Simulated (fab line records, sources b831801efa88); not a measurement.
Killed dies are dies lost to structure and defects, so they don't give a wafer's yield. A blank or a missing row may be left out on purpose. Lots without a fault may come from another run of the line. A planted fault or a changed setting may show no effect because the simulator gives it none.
fab line records | flow sky130
record lots=12 wafers=36 last_day=50
route steps=708 shown DNWELL@43 VIA4@651 METAL5@661 PAD_OPEN@708
lots that met no fault: from a run of the same line without faults
start_h: hours from the record's first day to the start of the lot's first wafer shown | wait_h: hours since the lot's step before | " the same as in the row above | L1.1+2: a row that stands for several wafers | - no value, or no start given | * or withheld: withheld | < > ~ a bound
route shown NAME@n: a module of which the file shows steps, and the number in the route of the first | usual: mean/standard deviation of fault-free wafers | same: alike in all rows | chamber/n: place in a boat | sites: the reading at each site | _std_site: their standard deviation | _edge_site: outer sites' mean less inner sites' | radius_mm: how far each site lies from the wafer's centre | mask NAME#n: copy n | behind: the tool/chamber that last shaped the wafer | hold: why the lot was held/for how many hours/how that ended | device: the transistor (n, p or np) that didn't switch | end of line: the same wafers' tests at the end of the route | a step without rows: its recipe alone | killed: dies lost to structure and defects at the first sort, not the wafer's yield | map: a wafer's dies, x killed, . not, _ none there
set.NAME: the setting as run; set.NAME@STEP: as run at that earlier step | model.NAME: the simulator's own value behind a step, which no gauge read
steps of the route over a sample of lots; a table a step, a row a wafer
services: from which hour (start_h, from the record's first day; less than 0 if before it) a tool's chamber was out of use, for how many hours, and why
## steps
# step SKY_DNWELL_STRIP_08
# recipe chemistry=O2/N2 power_w=1400 pressure_mtorr=1500 platen_temp_c=withheld o2_flow_sccm=3000 n2_flow_sccm=300 overash_fraction=0.5
# usual drypump_motor_current_A=5.21/0.27 n2_flow_sccm=300.1/0.89 oes_product_au=0.723/0.0048 strip_time_to_endpoint_s=36.90/0.086
# columns lot.wafer tool chamber start_h wait_h drypump_motor_current_A n2_flow_sccm oes_product_au rf_hours_counter_h strip_time_to_endpoint_s
L735.3 plasma_asher-02 1 53.40 0.1 5.64 299.9 0.727 - 36.88
L735.5 " 1 " " 5.66 299.7 0.722 - 36.99
L735.6 " 0 " " 4.94 300.3 0.731 - 36.94
L736.2 plasma_asher-02 1 56.82 0.1 5.68 299.7 0.715 25 36.70
L736.3 " 0 " " 4.93 301.3 0.724 - 36.65
L736.5 " 1 " " 5.67 300.9 0.724 - 36.68
L737.1 plasma_asher-01 0 61.71 0.1 5.08 300.1 0.725 39 36.89
L737.3 " 0 " " 5.06 301.0 0.726 - 36.90
L737.4 " 1 " " 5.02 299.6 0.722 - 36.88
L738.2 plasma_asher-02 0 65.56 0.1 4.93 301.3 0.718 26 36.93
L738.3 " 1 " " 5.69 301.4 0.733 - 36.81
L738.4 " 0 " " 4.95 300.2 0.723 - 36.72
L740.1 plasma_asher-04 1 82.12 0.1 5.39 300.7 0.717 38 36.89
L740.5 " 1 " " 5.40 299.8 0.716 - 37.02
L740.6 " 0 " " 5.13 299.4 0.721 - 37.00
L741.1 plasma_asher-01 1 86.86 0.1 5.02 300.4 0.720 42 36.89
L741.2 " 0 " " 5.07 300.6 0.727 42 36.74
L741.5 " 0 " " 5.04 300.5 0.724 - 36.86
L744.3 plasma_asher-04 0 100.25 0.1 5.13 299.8 0.715 - 37.11
L744.5 " 1 " " 5.38 300.5 0.721 - 37.01
L744.6 " 0 " " 5.14 299.3 0.726 - 37.05
L747.4 plasma_asher-02 0 115.90 0.1 4.95 299.5 0.719 - 37.02
L747.5 " 0 " " 4.96 299.0 0.727 - 36.89
L747.6 " 1 " " 5.67 299.7 0.722 - 36.92
L749.2 plasma_asher-01 1 127.41 0.1 5.03 300.1 0.715 46 36.86
L749.4 " 0 " " 5.06 300.4 0.717 - 36.96
L749.6 " 1 " " 5.03 300.4 0.717 - 36.93
L754.1 plasma_asher-01 1 153.56 0.1 5.03 299.0 0.724 49 36.88
L754.2 " 0 " " 5.07 300.1 0.724 49 36.83
L754.6 " 0 " " 5.08 300.8 0.726 - 36.79
L755.1 plasma_asher-02 0 159.32 0.1 4.93 299.9 0.721 36 36.98
L755.2 " 1 " " 5.68 299.9 0.727 36 36.93
L755.4 " 1 " " 5.69 299.9 0.721 - 36.97
L756.1 plasma_asher-01 0 169.62 0.1 5.06 298.6 0.719 51 36.97
L756.2 " 1 " " 5.04 301.0 0.718 51 36.72
L756.5 " 0 " " 5.05 300.7 0.725 - 36.77
# step SKY_VIA4_ETCH_12
# recipe target=SiO2 chemistry=C4F8/O2/Ar stop_on=TiN mask_material=NOVOLAK source_w=1500 bias_w=1200 pressure_mtorr=40 c4f8_flow_sccm=withheld O2_flow_sccm=6 Ar_flow_sccm=300 time_s=withheld target_depth_a=5800
# usual bias_w=1200/3.5 oes_product_au=0.926/0.0046 rf_fwd_power_W=1491/5.1
# columns lot.wafer tool chamber start_h wait_h bias_w oes_product_au rf_fwd_power_W
L735.3 rie_diel-02 3 1010.70 0.0 1197 0.932 1492
L735.5 " 1 " " 1200 0.924 1503
L735.6 " 0 " " 1205 0.926 1491
L736.2 rie_diel-01 3 1011.00 0.0 1200 0.923 1488
L736.3 " 2 " " 1199 0.920 1496
L736.5 " 3 " " 1208 0.924 1485
L737.1 rie_diel-01 1 1019.20 0.0 1197 0.914 1495
L737.3 " 2 " " 1198 0.925 1498
L737.4 " 0 " " 1199 0.930 1494
L738.2 rie_diel-02 1 1019.50 0.0 1203 0.923 1492
L738.3 " 3 " " 1199 0.918 1487
L738.4 " 0 " " 1204 0.916 1489
L740.1 rie_diel-03 1 1035.96 0.0 1204 0.924 1484
L740.5 " 3 " " 1198 0.926 1491
L740.6 " 2 " " 1197 0.939 1492
L741.1 rie_diel-02 0 1048.60 0.0 1205 0.932 1494
L741.2 " 3 " " 1202 0.924 1494
L741.5 " 2 " " 1203 0.919 1498
L744.3 rie_diel-01 1 1058.35 0.0 1198 0.920 1492
L744.5 " 0 " " 1200 0.923 1488
L744.6 " 3 " " 1198 0.924 1485
L749.2 rie_diel-03 3 1085.41 0.0 1199 0.929 1488
L749.4 " 1 " " 1199 0.928 1488
L749.6 " 1 " " 1199 0.922 1484
L747.4 rie_diel-02 3 1091.26 0.0 1204 0.919 1488
L747.5 " 2 " " 1190 0.922 1490
L747.6 " 1 " " 1205 0.938 1489
L754.1 rie_diel-03 0 1118.70 0.0 1204 0.937 1499
L754.2 " 2 " " 1196 0.932 1494
L754.6 " 3 " " 1201 0.930 1491
L755.1 rie_diel-03 1 1119.75 0.0 1201 0.924 1483
L755.2 " 2 " " 1200 0.928 1491
L755.4 " 3 " " 1198 0.930 1490
L756.1 rie_diel-01 3 1132.40 0.0 1200 0.921 1488
L756.2 " 1 " " 1201 0.924 1492
L756.5 " 1 " " 1200 0.923 1490
# step SKY_VIA4_SPUTTER_17
# recipe material=TiN target_thk_nm=20 chamber_pressure_pa=5 power_w=4000 time_s=80
# usual throttle_valve_pct=29.6/0.81
# columns lot.wafer tool chamber start_h wait_h throttle_valve_pct
L735.3 pvd_sputter-02 - 1011.37 0.0 28.3
L735.5 " - " " 28.2
L735.6 " - " " 30.0
L736.2 pvd_sputter-04 - 1011.67 0.0 31.4
L736.3 " - " " 28.8
L736.5 " - " " 31.5
L737.1 pvd_sputter-02 - 1020.22 0.0 28.3
L737.3 " - " " 29.2
L737.4 " - " " 29.6
L738.2 pvd_sputter-03 - 1020.26 0.0 30.2
L738.3 " - " " 29.9
L738.4 " - " " 30.3
L740.1 pvd_sputter-04 - 1036.74 0.0 31.3
L740.5 " - " " 28.4
L740.6 " - " " 29.8
L741.1 pvd_sputter-03 - 1049.29 0.0 30.1
L741.2 " - " " 30.1
L741.5 " - " " 29.8
L744.3 pvd_sputter-02 - 1059.05 0.0 29.2
L744.5 " - " " 29.5
L744.6 " - " " 30.1
L749.2 pvd_sputter-02 - 1086.13 0.0 28.4
L749.4 " - " " 29.8
L749.6 " - " " 28.6
L747.4 pvd_sputter-03 - 1091.93 0.0 28.6
L747.5 " - " " 30.4
L747.6 " - " " 28.6
L754.1 pvd_sputter-03 - 1119.38 0.0 28.6
L754.2 " - " " 30.1
L754.6 " - " " 30.4
L755.1 pvd_sputter-04 - 1120.41 0.0 28.8
L755.2 " - " " 31.1
L755.4 " - " " 29.7
L756.1 pvd_sputter-03 - 1133.08 0.0 30.5
L756.2 " - " " 30.1
L756.5 " - " " 28.4
# step SKY_METAL5_SPUTTER_00
# recipe material=Ti target_thk_nm=15 power_w=3000 time_s=10 chamber_pressure_pa=0.4
# usual throttle_valve_pct=30.1/0.95
# columns lot.wafer tool chamber start_h wait_h throttle_valve_pct
L735.3 pvd_sputter-01 - 1012.06 0.1 31.7
L735.5 " - " " 30.1
L735.6 " - " " 31.8
L736.2 pvd_sputter-02 - 1012.36 0.2 29.2
L736.3 " - " " 30.2
L736.5 " - " " 29.4
L737.1 pvd_sputter-02 - 1021.04 0.1 29.8
L737.3 " - " " 28.5
L737.4 " - " " 30.1
L738.2 pvd_sputter-03 - 1021.34 0.1 30.3
L738.3 " - " " 30.5
L738.4 " - " " 30.1
L740.1 pvd_sputter-02 - 1037.43 0.2 29.8
L740.5 " - " " 30.1
L740.6 " - " " 29.9
L741.1 pvd_sputter-02 - 1049.98 0.1 30.1
L741.2 " - " " 30.1
L741.5 " - " " 28.1
L744.3 pvd_sputter-03 - 1059.74 0.1 29.8
L744.5 " - " " 30.2
L744.6 " - " " 28.8
L749.2 pvd_sputter-01 - 1088.53 0.2 29.6
L749.4 " - " " 31.1
L749.6 " - " " 31.2
L747.4 pvd_sputter-01 - 1092.62 0.2 32.0
L747.5 " - " " 30.4
L747.6 " - " " 31.9
L754.1 pvd_sputter-03 - 1120.07 0.2 30.1
L754.2 " - " " 30.1
L754.6 " - " " 30.3
L755.1 pvd_sputter-02 - 1121.10 0.2 29.8
L755.2 " - " " 28.6
L755.4 " - " " 30.3
L756.1 pvd_sputter-01 - 1133.89 0.2 31.2
L756.2 " - " " 30.5
L756.5 " - " " 30.3
# step SKY_PAD_OPEN_PROBE_99
# usual killed_at_M0_to_M3=44/7.3 killed_at_M4_up=3.0/1.9 killed_at_contacts=24/5 killed_at_front_end=16/4.5 killed_at_other=0.3/0.46 killed_dies=87/10 killed_open=47/8.3 killed_short=39/6.4
# same gross_dies=492 killed_at_back_side=0
# columns lot.wafer tool chamber start_h wait_h killed_at_M0_to_M3 killed_at_M4_up killed_at_contacts killed_at_front_end killed_at_other killed_dies killed_open killed_short
L735.3 prober-01 - 1081.39 0.2 47 4 16 26 0 93 46 47
L735.5 prober-01 - 1081.49 0.2 52 2 30 15 0 99 64 35
L735.6 prober-01 - 1081.54 0.2 50 6 35 9 0 100 58 42
L736.2 prober-02 - 1082.84 0.1 38 2 28 12 0 80 42 38
L736.3 prober-02 - 1082.89 0.2 43 4 16 27 1 91 48 43
L736.5 prober-02 - 1082.99 0.2 38 1 29 20 1 89 50 39
L737.1 prober-01 - 1088.75 0.1 47 4 26 23 1 101 47 54
L737.3 prober-01 - 1088.85 0.2 59 6 27 15 0 107 49 58
L737.4 prober-01 - 1088.90 0.2 43 2 21 19 1 86 44 42
L738.2 prober-02 - 1090.18 0.1 52 3 21 21 0 97 52 45
L738.3 prober-02 - 1090.23 0.2 39 0 37 18 1 95 46 49
L738.4 prober-02 - 1090.28 0.2 21 3 27 18 0 69 40 29
L740.1 prober-02 - 1105.23 0.1 52 3 33 18 0 106 64 42
L740.5 prober-02 - 1105.43 0.2 30 3 26 12 1 72 46 26
L740.6 prober-02 - 1105.48 0.2 42 2 24 20 1 89 49 40
L741.1 prober-02 - 1115.58 0.1 50 2 20 9 0 81 34 47
L741.2 prober-02 - 1115.63 0.1 44 6 27 15 0 92 51 41
L741.5 prober-02 - 1115.78 0.2 29 0 15 8 1 53 33 20
L744.3 prober-02 - 1125.03 0.2 30 3 22 12 0 67 37 30
L744.5 prober-02 - 1125.13 0.2 27 2 25 18 1 73 50 23
L744.6 prober-02 - 1125.18 0.2 35 0 14 6 0 55 33 22
L749.2 prober-02 - 1149.23 0.1 55 5 21 14 1 96 48 48
L749.4 prober-02 - 1149.33 0.2 35 5 26 16 0 82 42 40
L749.6 prober-02 - 1149.43 0.2 47 4 18 16 0 85 37 48
L747.4 prober-01 - 1154.77 0.2 59 2 22 18 1 102 58 44
L747.5 prober-01 - 1154.82 0.2 44 3 22 15 1 85 33 52
L747.6 prober-01 - 1154.87 0.2 50 4 17 17 0 88 42 46
L754.1 prober-02 - 1177.78 0.1 39 7 15 73 0 134 38 38
L754.2 prober-02 - 1177.83 0.1 36 3 26 23 0 88 53 35
L754.6 prober-02 - 1178.03 0.2 43 3 18 16 0 80 48 32
L755.1 prober-01 - 1179.13 0.1 38 6 16 19 0 79 36 43
L755.2 prober-01 - 1179.18 0.1 33 2 22 16 0 73 34 39
L755.4 prober-01 - 1179.28 0.2 35 2 34 13 0 84 52 32
L756.1 prober-02 - 1189.19 0.1 45 4 23 8 0 80 40 40
L756.2 prober-02 - 1189.24 0.1 33 6 15 77 1 132 40 29
L756.5 prober-02 - 1189.39 0.2 42 6 18 9 0 75 33 42
# killed by level:class
L735.3 VIA1:geometric_particle:open=10 FIELD_ISO:geometric_particle:short=9 VIA1:geometric_particle:short=9 FIELD_ISO:geometric_particle:open=8 METAL2:geometric_particle:short=8 CONTACT:geometric_particle:open=8 POLY_GATE:geometric_particle:short=4 LI_CONTACT:geometric_particle:open=4
L735.5 VIA1:geometric_particle:open=15 CONTACT:geometric_particle:open=13 VIA3:geometric_particle:open=10 LI_CONTACT:geometric_particle:open=8 VIA1:geometric_particle:short=5 CONTACT:geometric_particle:short=5 VIA2:geometric_particle:open=5 FIELD_ISO:geometric_particle:short=4
L735.6 CONTACT:geometric_particle:open=21 VIA1:geometric_particle:open=10 VIA1:geometric_particle:short=10 LI_CONTACT:geometric_particle:open=6 CONTACT:geometric_particle:short=6 VIA2:geometric_particle:open=6 METAL1:geometric_particle:short=5 VIA3:geometric_particle:short=5
L736.2 LI_CONTACT:geometric_particle:open=10 METAL2:geometric_particle:short=8 CONTACT:geometric_particle:open=7 FIELD_ISO:geometric_particle:open=5 VIA2:geometric_particle:open=5 CONTACT:geometric_particle:short=5 METAL1:geometric_particle:short=5 VIA1:geometric_particle:open=5
L736.3 FIELD_ISO:geometric_particle:open=10 CONTACT:geometric_particle:open=10 METAL1:geometric_particle:short=8 POLY_GATE:geometric_particle:short=7 METAL3:geometric_particle:short=6 VIA1:geometric_particle:open=6 VIA3:geometric_particle:open=5 FIELD_ISO:geometric_particle:short=4
L736.5 CONTACT:geometric_particle:open=10 LI_CONTACT:geometric_particle:open=8 VIA1:geometric_particle:open=8 VIA3:geometric_particle:open=6 CONTACT:geometric_particle:short=6 METAL2:geometric_particle:short=5 VIA2:geometric_particle:open=5 POLY_GATE:geometric_particle:short=4
L737.1 VIA1:geometric_particle:short=11 CONTACT:geometric_particle:open=11 FIELD_ISO:geometric_particle:short=8 VIA1:geometric_particle:open=8 VIA2:geometric_particle:short=5 VIA2:geometric_particle:open=5 CONTACT:geometric_particle:short=5 METAL2:geometric_particle:short=5
L737.3 VIA1:geometric_particle:open=12 VIA1:geometric_particle:short=9 CONTACT:geometric_particle:open=8 VIA3:geometric_particle:open=8 METAL1:geometric_particle:short=7 POLY_GATE:geometric_particle:short=6 LI_CONTACT:geometric_particle:short=6 LI_CONTACT:geometric_particle:open=6
L737.4 VIA1:geometric_particle:open=8 LI_CONTACT:geometric_particle:open=6 CONTACT:geometric_particle:open=6 METAL2:geometric_particle:short=6 FIELD_ISO:geometric_particle:short=5 VIA2:geometric_particle:open=5 VIA3:geometric_particle:open=5 POLY_GATE:geometric_particle:open=4
L738.2 VIA1:geometric_particle:open=11 VIA3:geometric_particle:open=9 VIA1:geometric_particle:short=8 CONTACT:geometric_particle:open=7 POLY_GATE:geometric_particle:short=6 POLY_GATE:geometric_particle:open=6 LI_CONTACT:geometric_particle:open=6 METAL2:geometric_particle:short=6
L738.3 CONTACT:geometric_particle:open=15 FIELD_ISO:geometric_particle:short=9 METAL2:geometric_particle:short=9 LI_CONTACT:geometric_particle:open=8 VIA1:geometric_particle:open=8 VIA3:geometric_particle:open=6 CONTACT:geometric_particle:short=5 VIA1:geometric_particle:short=5
L738.4 CONTACT:geometric_particle:open=13 FIELD_ISO:geometric_particle:open=6 LI_CONTACT:geometric_particle:open=6 FIELD_ISO:geometric_particle:short=4 VIA3:geometric_particle:short=4 LOCAL_INTERCONNECT:geometric_particle:short=3 CONTACT:geometric_particle:short=3 VIA1:geometric_particle:short=3
L740.1 CONTACT:geometric_particle:open=12 VIA1:geometric_particle:open=11 VIA2:geometric_particle:open=11 LI_CONTACT:geometric_particle:open=7 VIA3:geometric_particle:open=7 POLY_GATE:geometric_particle:short=6 METAL1:geometric_particle:short=6 VIA1:geometric_particle:short=5
L740.5 LI_CONTACT:geometric_particle:open=9 CONTACT:geometric_particle:open=9 VIA1:geometric_particle:open=7 VIA3:geometric_particle:open=7 CONTACT:geometric_particle:short=5 VIA2:geometric_particle:open=5 FIELD_ISO:geometric_particle:short=3 POLY_GATE:geometric_particle:open=3
L740.6 VIA1:geometric_particle:open=12 CONTACT:geometric_particle:open=10 POLY_GATE:geometric_particle:short=7 LI_CONTACT:geometric_particle:open=6 VIA3:geometric_particle:open=6 FIELD_ISO:geometric_particle:open=5 LOCAL_INTERCONNECT:geometric_particle:short=4 METAL1:geometric_particle:short=4
L741.1 METAL1:geometric_particle:short=9 VIA2:geometric_particle:open=9 VIA1:geometric_particle:open=8 METAL2:geometric_particle:short=8 CONTACT:geometric_particle:open=6 LOCAL_INTERCONNECT:geometric_particle:short=5 METAL3:geometric_particle:short=4 VIA1:geometric_particle:short=4
L741.2 LI_CONTACT:geometric_particle:open=10 METAL1:geometric_particle:short=9 CONTACT:geometric_particle:open=8 VIA3:geometric_particle:open=7 VIA2:geometric_particle:open=6 METAL2:geometric_particle:short=5 POLY_GATE:geometric_particle:open=5 VIA1:geometric_particle:open=5
L741.5 VIA1:geometric_particle:open=9 CONTACT:geometric_particle:open=6 METAL1:geometric_particle:short=5 LI_CONTACT:geometric_particle:open=4 VIA2:geometric_particle:open=4 LOCAL_INTERCONNECT:geometric_particle:short=4 VIA3:geometric_particle:open=4 METAL2:geometric_particle:short=3
L744.3 LI_CONTACT:geometric_particle:open=7 CONTACT:geometric_particle:open=6 LI_CONTACT:geometric_particle:short=6 POLY_GATE:geometric_particle:open=5 VIA1:geometric_particle:short=4 METAL1:geometric_particle:short=4 METAL3:geometric_particle:short=4 VIA3:geometric_particle:open=4
L744.5 LI_CONTACT:geometric_particle:open=11 VIA1:geometric_particle:open=8 CONTACT:geometric_particle:open=6 FIELD_ISO:geometric_particle:open=5 POLY_GATE:geometric_particle:open=5 LOCAL_INTERCONNECT:geometric_particle:short=4 VIA2:geometric_particle:open=4 VIA3:geometric_particle:open=4
L744.6 VIA1:geometric_particle:open=7 VIA3:geometric_particle:open=6 CONTACT:geometric_particle:open=6 METAL2:geometric_particle:short=6 VIA2:geometric_particle:open=5 LI_CONTACT:geometric_particle:open=3 VIA2:geometric_particle:short=3 POLY_GATE:geometric_particle:open=2
L749.2 VIA1:geometric_particle:open=10 CONTACT:geometric_particle:open=9 VIA2:geometric_particle:open=8 VIA3:geometric_particle:open=8 VIA1:geometric_particle:short=7 METAL1:geometric_particle:short=6 VIA2:geometric_particle:short=6 CONTACT:geometric_particle:short=5
L749.4 LI_CONTACT:geometric_particle:open=9 CONTACT:geometric_particle:open=8 METAL1:geometric_particle:short=8 VIA1:geometric_particle:open=7 VIA1:geometric_particle:short=5 VIA2:geometric_particle:open=5 FIELD_ISO:geometric_particle:open=4 LOCAL_INTERCONNECT:geometric_particle:short=4
L749.6 VIA1:geometric_particle:short=9 METAL1:geometric_particle:short=7 VIA1:geometric_particle:open=7 CONTACT:geometric_particle:open=6 POLY_GATE:geometric_particle:short=5 VIA3:geometric_particle:open=5 VIA2:geometric_particle:short=4 LI_CONTACT:geometric_particle:open=4
L747.4 CONTACT:geometric_particle:open=12 VIA3:geometric_particle:open=12 VIA1:geometric_particle:open=10 METAL1:geometric_particle:short=10 VIA2:geometric_particle:open=7 FIELD_ISO:geometric_particle:short=5 METAL2:geometric_particle:short=5 POLY_GATE:geometric_particle:open=4
L747.5 VIA1:geometric_particle:short=9 LI_CONTACT:geometric_particle:open=7 VIA2:geometric_particle:open=6 METAL1:geometric_particle:short=6 FIELD_ISO:geometric_particle:short=5 VIA3:geometric_particle:open=5 CONTACT:geometric_particle:short=5 VIA2:geometric_particle:short=5
L747.6 METAL1:geometric_particle:short=14 VIA3:geometric_particle:open=10 CONTACT:geometric_particle:open=7 VIA2:geometric_particle:open=6 VIA1:geometric_particle:open=6 FIELD_ISO:geometric_particle:short=5 POLY_GATE:geometric_particle:short=5 LOCAL_INTERCONNECT:geometric_particle:short=4
L754.1 DNWELL:unspecified=58 CONTACT:geometric_particle:open=8 VIA1:geometric_particle:open=7 METAL4:geometric_particle:short=7 VIA3:geometric_particle:open=6 POLY_GATE:geometric_particle:open=5 METAL1:geometric_particle:short=5 VIA2:geometric_particle:short=5
L754.2 LI_CONTACT:geometric_particle:open=10 VIA1:geometric_particle:open=10 CONTACT:geometric_particle:open=8 POLY_GATE:geometric_particle:open=7 POLY_GATE:geometric_particle:short=7 METAL2:geometric_particle:short=5 VIA2:geometric_particle:open=4 CONTACT:geometric_particle:short=4
L754.6 VIA1:geometric_particle:open=22 CONTACT:geometric_particle:open=6 CONTACT:geometric_particle:short=6 VIA3:geometric_particle:open=4 POLY_GATE:geometric_particle:open=4 VIA1:geometric_particle:short=4 FIELD_ISO:geometric_particle:short=3 FIELD_ISO:geometric_particle:open=3
L755.1 POLY_GATE:geometric_particle:short=8 VIA1:geometric_particle:open=6 VIA3:geometric_particle:open=6 POLY_GATE:geometric_particle:open=5 CONTACT:geometric_particle:open=5 VIA1:geometric_particle:short=5 VIA2:geometric_particle:open=5 METAL1:geometric_particle:short=4
L755.2 CONTACT:geometric_particle:open=9 VIA1:geometric_particle:open=6 VIA3:geometric_particle:open=5 POLY_GATE:geometric_particle:short=4 LOCAL_INTERCONNECT:geometric_particle:short=4 METAL1:geometric_particle:short=4 METAL2:geometric_particle:short=4 FIELD_ISO:geometric_particle:short=3
L755.4 CONTACT:geometric_particle:open=12 LI_CONTACT:geometric_particle:open=10 FIELD_ISO:geometric_particle:open=6 VIA3:geometric_particle:open=6 CONTACT:geometric_particle:short=5 VIA1:geometric_particle:short=5 VIA2:geometric_particle:open=5 METAL2:geometric_particle:short=4
L756.1 METAL2:geometric_particle:short=9 VIA3:geometric_particle:open=9 VIA1:geometric_particle:open=8 CONTACT:geometric_particle:open=7 METAL1:geometric_particle:short=6 LI_CONTACT:geometric_particle:open=5 FIELD_ISO:geometric_particle:open=4 LOCAL_INTERCONNECT:geometric_particle:short=4
L756.2 DNWELL:unspecified=63 VIA2:geometric_particle:open=9 CONTACT:geometric_particle:open=7 FIELD_ISO:geometric_particle:open=6 VIA1:geometric_particle:open=6 METAL4:geometric_particle:short=5 METAL1:geometric_particle:short=4 METAL3:geometric_particle:short=4
L756.5 CONTACT:geometric_particle:open=10 VIA1:geometric_particle:open=8 METAL1:geometric_particle:short=6 METAL2:geometric_particle:short=6 POLY_GATE:geometric_particle:short=5 METAL4:geometric_particle:short=5 CONTACT:geometric_particle:short=4 VIA1:geometric_particle:short=4
## services
# columns tool chamber start_h hours kind
pvd_sputter-03 - 130.34 0.7 repair
plasma_asher-02 - 145.49 0.8 repair
plasma_asher-02 - 203.49 2.8 pm
pvd_sputter-02 - 204.45 5.5 repair
pvd_sputter-02 - 224.80 4.8 repair
plasma_asher-02 - 245.44 9.3 repair
plasma_asher-02 - 303.36 2.0 repair
pvd_sputter-03 - 326.36 5.4 repair
pvd_sputter-03 - 343.77 12.6 repair
pvd_sputter-03 - 405.56 2.6 repair
pvd_sputter-02 - 405.88 1.5 repair
pvd_sputter-03 - 455.09 6.3 repair
pvd_sputter-03 - 463.41 0.7 repair
pvd_sputter-03 - 517.98 0.5 repair
pvd_sputter-03 - 548.17 0.6 repair
pvd_sputter-03 - 627.45 0.7 repair
pvd_sputter-02 - 766.11 1.9 repair
pvd_sputter-03 - 797.96 2.7 repair
pvd_sputter-02 - 837.47 10.3 repair
pvd_sputter-02 - 880.16 4.3 repair
pvd_sputter-02 - 892.28 0.5 repair
pvd_sputter-02 - 919.71 5.0 repair
pvd_sputter-02 - 938.01 8.6 repair
pvd_sputter-03 - 1061.05 2.2 repair
## key
first_sign step=SKY_PAD_OPEN_PROBE_99 reading=killed_at_front_end direction=up sigmas=13 usual=16 struck=75
effect step=SKY_PAD_OPEN_PROBE_99 reading=killed_dies direction=up sigmas=4.5 usual=87 struck=133
met_at SKY_DNWELL_STRIP_08
struck_lots L754,L756
struck_wafers L754.1,L756.2
tester_left_out L754,L756
not_acting_at SKY_VIA4_ETCH_12,SKY_VIA4_SPUTTER_17,SKY_METAL5_SPUTTER_00
onset_between 127.41 153.56
fault kind=chamber_particle_source tool=plasma_asher-01 chamber=1 onset_h=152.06 steps=SKY_DNWELL_STRIP_08 rate_per_visit_cm2=1.4891 end_h=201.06
# tester_left_out: of these lots the tester's yield and bins aren't shown, on N5 and GAA mostly nor the transistor test; their killed dies are dies lost to structure and defects alone, not to doping, threshold or leakage, so they don't give the yield
